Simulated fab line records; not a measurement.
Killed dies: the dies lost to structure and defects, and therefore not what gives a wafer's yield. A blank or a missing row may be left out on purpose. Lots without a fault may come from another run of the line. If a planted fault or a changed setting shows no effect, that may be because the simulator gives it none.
Which tool did it? | flow gf180mcu | Sampling: 13 lots, 38 wafers, 5 of 602 route steps

## WHAT THE GAUGES READ, wafer by wafer
GF_DNWELL_TW_MEAS_09. Usual: DNWELL_TW gives 1345 (standard deviation 12).
lot  | measured    | on            | DNWELL_TW      | flag
L196 | day 3 14:20 | film metro-04 | 1348 1348 1346 |
L193 | day 3 15:17 | film metro-03 | 1349 1359 1348 |
L197 | day 3 20:38 | film metro-03 | 1358 1366 1361 |
L199 | day 4 01:58 | film metro-04 | 1334 1341 1344 |
L204 | day 5 02:32 | film metro-03 | 1356 1358      |
L206 | day 5 13:23 | film metro-03 | 1341 1334 1338 |
L208 | day 5 23:38 | film metro-03 | 1345 1347 1349 |
L210 | day 6 10:03 | film metro-02 | 1334 1336 1342 |
L211 | day 6 13:59 | film metro-04 | 1340 1340 1338 |
L213 | day 7 03:08 | film metro-03 | 1364 1362 1363 |
L214 | day 7 07:30 | film metro-04 | 1342 1345 1337 |
L215 | day 7 12:57 | film metro-03 | 1364 1367 1359 |
L216 | day 7 17:48 | film metro-02 | 1325 1332 1323 |

GF_DUAL_GATE_THK_MEAS_03. Usual: DUAL_GATE_OXIDATION_00_THK gives 10.89 nm (standard deviation 0.18).
lot  | measured     | on            | DUAL_GATE_OXIDATION_00_THK (nm) | flag
L196 | day 8 07:56  | film metro-04 | 10.82 10.96 10.91               |
L193 | day 8 09:44  | film metro-02 | 11.11 11.02 11.05               |
L197 | day 8 13:33  | film metro-04 | 10.71 10.68 10.81               |
L199 | day 8 19:31  | film metro-01 | 10.70 10.65 10.67               |
L204 | day 10 01:58 | film metro-02 | 10.96 10.74                     |
L206 | day 10 14:53 | film metro-04 | 11.13 11.03 11.16               |
L208 | day 11 06:16 | film metro-01 | 10.81 11.00 10.88               |
L210 | day 11 18:20 | film metro-04 | 10.58 10.62 10.67               |
L211 | day 11 23:27 | film metro-04 | 10.72 10.68 10.63               |
L213 | day 12 19:10 | film metro-01 | 10.76 10.72 10.83               |
L214 | day 13 00:11 | film metro-04 | 10.84 10.74 11.08               |
L215 | day 13 07:22 | film metro-04 | 11.04 11.16 10.94               |
L216 | day 13 11:01 | film metro-01 | 10.92 11.00 11.02               |

GF_POLY_GATE_CD_MEAS_10 targets a cd of 280 nm. Usual: cd nm 280.3 nm, standard deviation 1.1.
lot  | measured     | on        | cd nm (nm)              | flag
L196 | day 9 18:41  | cd sem-01 | 280.1 281.3 279.6       |
L193 | day 9 21:16  | cd sem-01 | 278.9 278.8 278.8       |
L197 | day 9 23:59  | cd sem-02 | 279.4 280.9 279.7       |
L199 | day 10 07:31 | cd sem-01 | 281.4 281.1 282.4       |
L204 | day 11 15:50 | cd sem-01 | 297.8 280.4 298.0 280.2 | OFF
L206 | day 12 06:50 | cd sem-02 | 281.2 281.6 282.2       |
L208 | day 12 22:25 | cd sem-02 | 279.2 280.2 279.7       |
L210 | day 13 11:17 | cd sem-01 | 280.5 281.5 280.8       |
L211 | day 13 19:02 | cd sem-02 | 281.4 280.9 280.3       |
L213 | day 14 13:32 | cd sem-01 | 279.4 279.4 278.9       |
L214 | day 14 19:46 | cd sem-01 | 281.4 280.1 280.6       |
L215 | day 15 05:11 | cd sem-02 | 280.6 280.9 281.3       |
L216 | day 15 10:52 | cd sem-02 | 280.0 280.4 280.8       |

## TOOL THAT RAN EACH LOT (tool first, then ch and the chambers of the sampled wafers, then the start)
lot  | GF_NWELL_STRIP_10                   | GF_POLY_GATE_PEB_08
L196 | plasma asher-04 ch 0,1, day 4 03:22 | litho track-02 ch 0, day 9 18:20
L193 | plasma asher-02 ch 0,1, day 4 03:43 | litho track-02 ch 0, day 9 20:47
L197 | plasma asher-03 ch 0,1, day 4 09:34 | litho track-03 ch 0, day 9 23:38
L199 | plasma asher-04 ch 0,1, day 4 14:43 | litho track-02 ch 0, day 10 07:12
L204 | plasma asher-03 ch 0,1, day 5 15:56 | litho track-02 ch 0, day 11 15:29
L206 | plasma asher-04 ch 0,1, day 6 01:01 | litho track-04 ch 0, day 12 06:29
L208 | plasma asher-04 ch 0,1, day 6 13:52 | litho track-04 ch 0, day 12 22:04
L210 | plasma asher-03 ch 0,1, day 7 00:46 | litho track-04 ch 0, day 13 10:58
L211 | plasma asher-03 ch 0,1, day 7 04:43 | litho track-03 ch 0, day 13 18:41
L213 | plasma asher-02 ch 0,1, day 7 19:23 | litho track-04 ch 0, day 14 13:11
L214 | plasma asher-02 ch 0,1, day 7 22:17 | litho track-04 ch 0, day 14 19:25
L215 | plasma asher-02 ch 0,1, day 8 04:46 | litho track-04 ch 0, day 15 04:52
L216 | plasma asher-03 ch 0,1, day 8 09:49 | litho track-03 ch 0, day 15 10:33
- GF_NWELL_STRIP_10: strips in O2/N2.
- GF_POLY_GATE_PEB_08: peb time 90 s.

## WHAT THE TOOLS THEMSELVES READ (means of the sampled wafers that have a number; where no wafer has one, the mark that the record gives instead)
GF_NWELL_STRIP_10. Usual: drypump motor current A 6.05 A, standard deviation 0.077; heater power w 347 W, standard deviation 29; n2 flow sccm 299.8 sccm, standard deviation 0.95; o2 flow sccm 3000 sccm, standard deviation 8.5; oes product au 0.723 a.u., standard deviation 0.0045; strip time to endpoint s 36.99 s, standard deviation 0.11.
lot  | tool            | drypump motor current A (A) | heater power w (W) | n2 flow sccm (sccm) | o2 flow sccm (sccm) | oes product au (a.u.) | strip time to endpoint s (s) | flag
L196 | plasma asher-04 | 6.01                        | 327                | 300.2               | 2989                | 0.720                 | 36.96                        |
L193 | plasma asher-02 | 6.13                        | 394                | 300.4               | 2997                | 0.720                 | 37.06                        |
L197 | plasma asher-03 | 6.05                        | 349                | 299.9               | 3004                | 0.723                 | 36.91                        |
L199 | plasma asher-04 | 5.98                        | 336                | 299.1               | 2993                | 0.721                 | 36.95                        |
L204 | plasma asher-03 | 6.07                        | 344                | 299.1               | 2998                | 0.718                 | 36.88                        |
L206 | plasma asher-04 | 5.97                        | 333                | 299.9               | 2997                | 0.727                 | 37.00                        |
L208 | plasma asher-04 | 5.98                        | 327                | 300.7               | 3002                | 0.724                 | 37.05                        |
L210 | plasma asher-03 | 6.05                        | 347                | 299.4               | 3000                | 0.719                 | 36.88                        |
L211 | plasma asher-03 | 6.06                        | 343                | 299.3               | 2996                | 0.725                 | 36.95                        |
L213 | plasma asher-02 | 6.13                        | 389                | 300.2               | 3006                | 0.722                 | 36.89                        |
L214 | plasma asher-02 | 6.13                        | 390                | 299.2               | 3007                | 0.726                 | 36.70                        |
L215 | plasma asher-02 | 6.09                        | 359                | 299.2               | 3004                | 0.728                 | 37.00                        |
L216 | plasma asher-03 | 6.04                        | 346                | 299.1               | 3004                | 0.726                 | 36.97                        |

GF_POLY_GATE_PEB_08. Usual: heater power total W 85.71 W, standard deviation 0.079.
lot  | tool           | heater power total W (W) | flag
L196 | litho track-02 | 85.71                    |
L193 | litho track-02 | 85.66                    |
L197 | litho track-03 | 85.64                    |
L199 | litho track-02 | 85.68                    |
L204 | litho track-02 | 95.15                    | OFF
L206 | litho track-04 | 85.60                    |
L208 | litho track-04 | 85.74                    |
L210 | litho track-04 | 85.78                    |
L211 | litho track-03 | 85.70                    |
L213 | litho track-04 | 85.72                    |
L214 | litho track-04 | 85.68                    |
L215 | litho track-04 | 85.73                    |
L216 | litho track-03 | 85.67                    |

## THE ANSWER, worked out from the rows above alone
Rule: a lot is off if the mean of its wafers that have a number lies more than 3 standard deviations from the usual mean. A lot without any number at a reading at which 4 lots or more have one is off too. All remaining lots with rows at the step are treated as sound. After the gauges, taken in route order, come the tools' own readings; for these a lot's mean is taken, as printed above. The first step at which some lot is off is used, and at that step the reading that is off furthest; a lot without a number counts as furthest.
Off, at GF_POLY_GATE_CD_MEAS_10 on cd nm: L204.
A tool fits if, at a process step before that reading, it ran every lot that is off, and no sound lot after the first of them. The gauges at GF_POLY_GATE_CD_MEAS_10 aren't tried: what is off there is off at GF_POLY_GATE_PEB_08 too, on other tools, and a gauge's error can't cause that. One fits: GF_POLY_GATE_PEB_08 on litho track-02. A fault onset in the window from L199 (day 10 07:12, its last sound lot) to L204 (day 11 15:29, its first lot off) fits.
On the lots that are off, the tool's own readings at GF_POLY_GATE_PEB_08 differ by more than 5 times the standard deviation of the sound lots' means, which bears it out; heater power total W reads 95.15 W there versus 85.69 W on the sound lots.

## WHAT HAD BEEN PUT IN BY THE SIMULATOR
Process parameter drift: litho track-02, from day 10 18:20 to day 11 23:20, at GF_POLY_GATE_PEB_08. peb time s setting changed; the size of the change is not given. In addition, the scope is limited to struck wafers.
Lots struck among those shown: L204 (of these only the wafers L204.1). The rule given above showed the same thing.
